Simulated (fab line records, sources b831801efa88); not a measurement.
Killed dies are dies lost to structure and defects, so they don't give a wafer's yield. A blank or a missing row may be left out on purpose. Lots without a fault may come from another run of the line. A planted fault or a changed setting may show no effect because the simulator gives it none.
Problem report in the 8D (eight disciplines) form, filled by code | flow gf180mcu | the parts of the form that need people (team, actions taken, sign-off) are left out

1. THE PROBLEM
o2_flow_sccm at GF_STI_STRIP_15 reads a mean of 2396 sccm on 6 wafers of 2 lots; wafers without a fault read 2999 sccm with a standard deviation of 9.5. That is -64 standard deviations from the usual mean.
The step: strips in O2/N2.
First seen on wafer L758.2, day 5 23:16, on plasma_asher-01. The record holds 39 wafers of 13 lots with a number at this step. Rule for "out", or "out of limits": more than 4 standard deviations from the usual mean. The other wafers with a number count as sound.

2. WHAT IT IS AND WHAT IT IS NOT
question                    | is                     | is not
which readings at this step | o2_flow_sccm           | drypump_motor_current_A, oes_product_au, platen_temp_c
which lots                  | L758, L763             | L740, L742, L743, L745, L746, L748, L749, L750, L753, L754, L755
which wafers of those lots  | all that have a number | -
read on which tools         | plasma_asher-01        | plasma_asher-03, plasma_asher-04
when                        | from day 5 23:16       | up to then (33 sound wafers)

3. SUSPECTS, AND WHAT RULES EACH OUT
Counting: a tool at a process step up to the reading stays a suspect if it ran every lot that is out and no sound lot after the first of them.
- plasma_asher-01 at GF_STI_STRIP_15 (strips in O2/N2): kept. It ran every lot that is out, first L758 (day 5 23:16), and no sound lot after that; its last sound lot up to then is L755 (day 5 06:52). Its own readings are out on those wafers: o2_flow_sccm.
Left after counting: plasma_asher-01 at GF_STI_STRIP_15.

4. THE CAUSE (what the simulator had put in)
Process parameter drift: plasma_asher-01, from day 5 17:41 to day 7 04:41, at GF_STI_STRIP_15. Setting o2_flow_sccm, moved by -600, from 3000. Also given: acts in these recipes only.
Counting left only this tool.

5. THE CHAIN OF EFFECTS, in route order
Each row: a reading whose mean over the struck wafers that have a number lies more than 3 standard deviations from the usual. Only readings for which the record gives a usual standard deviation are gone through. hours: the time from each lot's start at the first step in this table that gives one to its start at this step, as a median over the lots. sigmas: the change in usual standard deviations.
hours | step            | reading      | usual     | on struck wafers | change | sigmas
0     | GF_STI_STRIP_15 | o2_flow_sccm | 2999 sccm | 2396             | -604   | -64
The process steps in it:
- GF_STI_STRIP_15: strips in O2/N2.
Later measuring or inspecting steps at which every struck wafer that the step has a row for has a number for every such reading, and none has moved that far: GF_VT_IMPLANT_OVL_MEAS_29.

6. WHAT WOULD HAVE CAUGHT IT SOONER
In this record the first reading out of limits was taken at day 5 23:16, 6 hours after the fault began at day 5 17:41.
